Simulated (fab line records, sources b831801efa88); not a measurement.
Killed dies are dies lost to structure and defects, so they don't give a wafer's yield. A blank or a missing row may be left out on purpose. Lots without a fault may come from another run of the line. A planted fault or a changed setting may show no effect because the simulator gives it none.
A struck lot beside a sound one | flow sky130 | 43 steps out of a route of 708
Sound: wafers L855.3, L855.4, L855.5. Struck: wafers L876.3, L876.4. (L876.5 of the same lot was not struck and is left out.) The cause comes at the end.
At each step with rows: each side's tool, then ch and its chambers, then its first start. Under that, the readings that differ: sound wafers | struck wafers | difference of the means | sigmas: that difference in standard deviations of wafers without a fault.
alike: readings whose means differ by less than 2 such deviations, and words and numbers that are the same on both sides. not compared: withheld readings, readings that some wafer has no value for, bounds like >300 that may hide the same value, and numbers for which the record gives no deviation and whose values overlap.
The two part at a step that has a row with sigmas, a row that says differs or no value, or rows on one side only. Numbers that don't overlap but have no deviation are shown without sigmas and don't part them. A reading that every wafer of one side lacks parts them only if that side has two wafers or more.

first, 4 steps without rows for these wafers: SKY_LOCAL_INTERCONNECT_SOFTBAKE_07 (time 90 s); SKY_LOCAL_INTERCONNECT_EXPOSE_08 (exposes mask LI1M, target cd 170 nm); SKY_LOCAL_INTERCONNECT_PEB_09; SKY_LOCAL_INTERCONNECT_DEVELOP_10 (develop time 60 s).
SKY_LOCAL_INTERCONNECT_CD_MEAS_11: target cd 170 nm.
  sound on cd_sem-01, day 30 06:07; struck on cd_sem-01, day 37 13:27
  alike: cd_nm
SKY_LOCAL_INTERCONNECT_OVL_MEAS_12:
  sound on overlay-01, day 30 06:12; struck on overlay-01, day 37 13:32
  reading                     | sound     | struck | difference | sigmas
  LOCAL_INTERCONNECT_OVL (nm) | -2 -6 -10 | 10 2   | +12        | +2
then, 1 step without rows for these wafers: SKY_LOCAL_INTERCONNECT_ETCH_13 (etches BARC in N2/H2, stops on SiO2, time 45.9 s, target depth 60 nm).
SKY_LOCAL_INTERCONNECT_METAL_ETCH_14: etches TiN in Cl2/BCl3, stops on PSG, target depth 110 nm, time 30.26 s.
  sound on rie_metal-01 ch 0,1, day 30 06:19; struck on rie_metal-02 ch 0,1, day 37 13:39
  alike: drypump_motor_current_A, he_backside_leak_sccm, oes_product_au, throttle_valve_pct
  not compared: rf_hours_counter_h
then, 4 steps without rows for these wafers: SKY_LOCAL_INTERCONNECT_STRIP_15 (strips in O2/N2); SKY_LOCAL_INTERCONNECT_STRIP_16 (strips in post etch residue remover, time 1200 s); SKY_LOCAL_INTERCONNECT_CLEAN_17 (cleans in IPA, time 180 s); SKY_LOCAL_INTERCONNECT_CLEAN_18 (cleans in O3/DIW).
SKY_CONTACT_CVD_00: deposits Si3N4, target thk 75 nm.
  sound on pecvd-04 ch 0,1,2, day 30 06:59; struck on pecvd-04 ch 0, day 37 14:17
  alike: heater_power_w
SKY_CONTACT_THK_MEAS_01:
  sound on film_metro-02, day 30 07:02; struck on film_metro-02, day 37 14:20
  alike: CONTACT_CVD_00_THK
then, 1 step without rows for these wafers: SKY_CONTACT_HDPCVD_02 (deposits SiO2, target thk 565 nm, time 94.2 s).
SKY_CONTACT_THK_MEAS_03:
  sound on film_metro-01, day 30 07:10; struck on film_metro-03, day 37 14:28
  alike: CONTACT_HDPCVD_THK
then, 1 step without rows for these wafers: SKY_CONTACT_CMP_04 (polishes SiO2).
SKY_CONTACT_BOW_MEAS_05:
  sound on film_metro-02, day 30 07:32; struck on film_metro-02, day 37 14:52
  alike: CONTACT_BOW
then, 8 steps without rows for these wafers: SKY_CONTACT_DEHYDRATE_06 (time 60 s); SKY_CONTACT_HMDS_07 (prime time 60 s); SKY_CONTACT_COAT_08 (resist thk 60 nm); SKY_CONTACT_COAT_09 (resist thk 450 nm); SKY_CONTACT_SOFTBAKE_10 (time 90 s); SKY_CONTACT_EXPOSE_11 (exposes mask CTM1, target cd 170 nm); SKY_CONTACT_PEB_12; SKY_CONTACT_DEVELOP_13 (develop time 60 s).
SKY_CONTACT_CD_MEAS_14: target cd 170 nm.
  sound on cd_sem-02, day 31 11:47; struck on cd_sem-01, day 38 17:09
  alike: cd_nm
SKY_CONTACT_OVL_MEAS_15:
  sound on overlay-01, day 31 11:52; struck on overlay-01, day 38 17:14
  alike: CONTACT_OVL
then, 3 steps without rows for these wafers: SKY_CONTACT_ETCH_16 (etches BARC in N2/H2, stops on SiO2, time 45.9 s, target depth 60 nm); SKY_CONTACT_ETCH_17 (etches SiO2 in C4F8/O2/Ar, stops on Si3N4, target depth 340 nm); SKY_CONTACT_ETCH_18 (etches Si3N4 in CHF3/O2, stops on TiN, time 39 s, target depth 75 nm).
SKY_CONTACT_STRIP_19: strips in O2/N2.
  sound on plasma_asher-03 ch 0,1, day 31 12:04; struck on plasma_asher-02 ch 0,1, day 38 17:26
  alike: drypump_motor_current_A, oes_product_au, strip_time_to_endpoint_s
  not compared: rf_hours_counter_h
then, 4 steps without rows for these wafers: SKY_CONTACT_STRIP_20 (strips in post etch residue remover, time 1200 s); SKY_CONTACT_CLEAN_21 (cleans in IPA, time 180 s); SKY_CONTACT_CLEAN_22 (cleans in O3/DIW); SKY_CONTACT_SPUTTER_23 (material TiN, target thk 20 nm, time 80 s).
SKY_CONTACT_CVD_24: deposits W, target thk 340 nm, time 102.12 s.
  sound on cvd_w-02 ch 0,1, day 31 13:14; struck on cvd_w-01 ch 0,1, day 38 18:08
  alike: heater_power_w
  not compared: since_wet_clean_h
SKY_CONTACT_RS_MEAS_25: measures by four-point-probe.
  sound on film_metro-01, day 31 13:21; struck on film_metro-01, day 38 18:14
  alike: CONTACT_W_RS
SKY_CONTACT_THK_MEAS_26: measures by xrf.
  sound on film_metro-01, day 31 13:27; struck on film_metro-01, day 38 18:20
  alike: CONTACT_W_THK
SKY_CONTACT_CMP_27: polishes, stops on SiO2, t overpolish 15 s, target thk 0 nm.
  sound on cmp-02 ch 1,2, day 31 13:29; struck on cmp-02 ch 2,3, day 38 18:26
  alike: motor_current_A, overpolish_run_s, time_to_endpoint_s
then, 1 step without rows for these wafers: SKY_METAL1_SPUTTER_00 (material Ti, target thk 15 nm, time 10 s).
SKY_METAL1_SPUTTER_01: material TiN, target thk 20 nm, time 16.7 s.
  sound on pvd_sputter-04, day 31 13:49; struck on pvd_sputter-02, day 38 18:43
  alike: throttle_valve_pct
-- the record jumps here: 12 days lie between the struck wafers' starts before and after (it left off in module METAL1 and takes up again in module PAD_OPEN, whose first step shown is number 708 of the route) --
SKY_PAD_OPEN_PROBE_99:
  sound on prober-01, day 45 21:17; struck on prober-01, day 50 22:11
  reading            | sound    | struck  | difference | sigmas
  killed_at_contacts | 21 19 14 | 67 84   | +58        | +11
  killed_dies        | 80 81 66 | 118 133 | +50        | +5
  killed_on_rim      | 15 8 15  | 26 31   | +16        | +4
  alike: killed_at_M0_to_M3, killed_at_M4_up, killed_at_front_end, killed_at_other, killed_open, killed_short

WHERE THEY PART
First at SKY_LOCAL_INTERCONNECT_OVL_MEAS_12; last, within this record, at SKY_PAD_OPEN_PROBE_99.

WHY: what the simulator had put in
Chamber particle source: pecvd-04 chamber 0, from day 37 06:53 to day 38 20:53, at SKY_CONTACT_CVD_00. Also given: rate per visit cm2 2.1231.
